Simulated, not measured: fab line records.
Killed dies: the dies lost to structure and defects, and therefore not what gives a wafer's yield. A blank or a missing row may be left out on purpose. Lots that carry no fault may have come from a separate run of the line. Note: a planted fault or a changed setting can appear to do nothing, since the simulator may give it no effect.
Comparing a struck lot with a sound one -- flow gf180mcu -- 16 steps out of a route of 602
Sound: the wafers L496.1, L496.2, L496.6. Wafers struck: L501.1, L501.3, L501.6. The cause is named last.
Order at every step that has rows: each side's tool, ch and its chambers, its first start. Under that, the readings that differ: sound wafers -- struck wafers -- difference of the means -- sigmas: that difference in standard deviations of wafers without a fault.
alike: readings with means less than 2 such deviations apart, plus words and numbers identical on both sides. not compared: withheld readings, readings lacking a value on some wafer, bounds such as >300 that could conceal the same value, and numbers that have no deviation in the record and whose values overlap.
The two part at a step that has a row with sigmas, a row that says differs or no value, or rows on one side only. Numbers that have no deviation but don't overlap get no sigmas and don't part them. A reading that every wafer of one side lacks parts them only if that side has two wafers or more.

GF_VT_IMPLANT_OVL_MEAS_18:
  sound on overlay-01, day 6 12:59; struck on overlay-02, day 7 20:50
  alike: VT_IMPLANT_01_OVL
following that, these wafers have no rows for 1 step: GF_VT_IMPLANT_IMPLANT_19.
GF_VT_IMPLANT_STRIP_20: strips in O2/N2.
  sound on plasmaAsher-04 ch 0,1, day 6 13:11; struck on plasmaAsher-03 ch 0,1, day 7 21:02
reading,sound,struck,difference,sigmas
heaterPowerW (W),411 321 424,286 310 282,-93,-2
  alike: drypumpMotorCurrentA, oesProductAu, platenTempC, stripTimeToEndpointS
  not compared: rfHoursCounterH
GF_VT_IMPLANT_TW_MEAS_21:
  sound on filmMetro-03, day 6 13:17; struck on filmMetro-04, day 7 21:08
  alike: VT_IMPLANT_2_TW
then, 7 steps without rows for these wafers: GF_VT_IMPLANT_DEHYDRATE_22 (time 60 s); GF_VT_IMPLANT_HMDS_23 (prime time 60 s); GF_VT_IMPLANT_COAT_24 (resist thk 1000 nm); GF_VT_IMPLANT_SOFTBAKE_25 (time 60 s); GF_VT_IMPLANT_EXPOSE_26 (exposes mask LVPWELL HV AREA, target cd 860 nm); GF_VT_IMPLANT_PEB_27; GF_VT_IMPLANT_DEVELOP_28 (develop time 60 s).
GF_VT_IMPLANT_OVL_MEAS_29:
  sound on overlay-02, day 7 04:22; struck on overlay-01, day 8 12:56
  alike: VT_IMPLANT_02_OVL
GF_VT_IMPLANT_IMPLANT_30:
  sound on implanter-02 ch 0, day 7 04:25; struck on implanter-01, day 8 12:59
  no value came back on the struck wafers for beamEnergyKeV, beamOnS (s), endStationPressureTorr (Torr); on the sound wafers beamEnergyKeV reads 25.017 25.005 24.997
GF_VT_IMPLANT_STRIP_31: strips in O2/N2.
  sound on plasmaAsher-04 ch 0,1, day 7 04:34; struck on plasmaAsher-01 ch 0,1, day 8 13:08
  alike: drypumpMotorCurrentA, heaterPowerW, oesProductAu, platenTempC, stripTimeToEndpointS
  not compared: rfHoursCounterH
GF_VT_IMPLANT_TW_MEAS_32:
  sound on filmMetro-01, day 7 04:40; struck on filmMetro-03, day 8 13:14
reading,sound,struck,difference,sigmas
VT_IMPLANT_3_TW,274 272 272,30 30 30,-243,-78
then, 1 step without rows for these wafers: GF_VT_IMPLANT_DEHYDRATE_33 (time 60 s).

WHERE THEY PART
At GF_VT_IMPLANT_STRIP_20 first; at GF_VT_IMPLANT_TW_MEAS_32 last (within this record only).

WHY: the cause the simulator had injected
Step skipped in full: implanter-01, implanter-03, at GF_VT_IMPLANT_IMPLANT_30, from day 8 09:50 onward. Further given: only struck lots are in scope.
